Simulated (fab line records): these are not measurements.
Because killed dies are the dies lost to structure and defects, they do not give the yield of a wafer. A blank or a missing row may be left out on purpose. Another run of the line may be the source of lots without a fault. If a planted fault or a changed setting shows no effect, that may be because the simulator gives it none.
Which tool did it? :: flow sky130 :: 6 lots with 18 wafers sampled at 2 steps, on a route of 708 steps

WHAT THE GAUGES SHOWED, per wafer
SKY_SONOS_ONO_THK_MEAS_01.
lot: L444
measured: day 12 17:34
on: film metro-04
SONOS_ONO_OXIDATION_THK (nm): 2.52 2.53 2.51

lot: L447
measured: day 13 15:53
on: film metro-04
SONOS_ONO_OXIDATION_THK (nm): 2.60 2.60 2.64

lot: L451
measured: day 14 23:53
on: film metro-04
SONOS_ONO_OXIDATION_THK (nm): 2.96 2.91 2.91

lot: L453
measured: day 15 13:38
on: film metro-04
SONOS_ONO_OXIDATION_THK (nm): 2.59 2.58 2.57

lot: L459
measured: day 17 11:56
on: film metro-03
SONOS_ONO_OXIDATION_THK (nm): 2.62 2.57 2.55

lot: L462
measured: day 18 16:29
on: film metro-04
SONOS_ONO_OXIDATION_THK (nm): 2.69 2.61 2.61

EACH LOT AND THE TOOL THAT RAN IT (in order: tool; ch and the chambers of the sampled wafers; start)
lot: L444
SKY_SONOS_ONO_OXIDATION_00: furnace-01 ch 0, day 12 16:12

lot: L447
SKY_SONOS_ONO_OXIDATION_00: furnace-01 ch 0, day 13 14:32

lot: L451
SKY_SONOS_ONO_OXIDATION_00: furnace-01 ch 0, day 14 22:32

lot: L453
SKY_SONOS_ONO_OXIDATION_00: furnace-02 ch 0, day 15 12:16

lot: L459
SKY_SONOS_ONO_OXIDATION_00: furnace-02 ch 0, day 17 10:34

lot: L462
SKY_SONOS_ONO_OXIDATION_00: furnace-01 ch 0, day 18 15:08
- SKY_SONOS_ONO_OXIDATION_00: stabilise 600 s, purge 300 s, target thk 2.6 nm.

THE ANSWER, worked out from the rows above alone
Rule: usual is defined by the lots themselves. Put in order of their means at a reading, lots are off if they are a third of the lots or fewer, leave a main group of 4 or more, and stand apart from it by a gap of 3 or more times the standard deviation of the main group's means; of several such gaps the widest counts. A main group whose means are all the same, to the digits that the tables above print for the reading, isn't used. A lot without any number at a reading at which 4 lots or more have one is off too. The other lots that the step has rows for count as sound.
Off: L451, at SKY_SONOS_ONO_THK_MEAS_01 (SONOS_ONO_OXIDATION_THK). The main group has a mean of 2.59 nm with a standard deviation of 0.039.
If a tool, at a process step before that reading, ran all the lots that are off and no sound lot after the first of them, it fits. The gauges at SKY_SONOS_ONO_THK_MEAS_01 are tried like those tools. None of those tried fits.

WHAT WAS PUT IN BY THE SIMULATOR
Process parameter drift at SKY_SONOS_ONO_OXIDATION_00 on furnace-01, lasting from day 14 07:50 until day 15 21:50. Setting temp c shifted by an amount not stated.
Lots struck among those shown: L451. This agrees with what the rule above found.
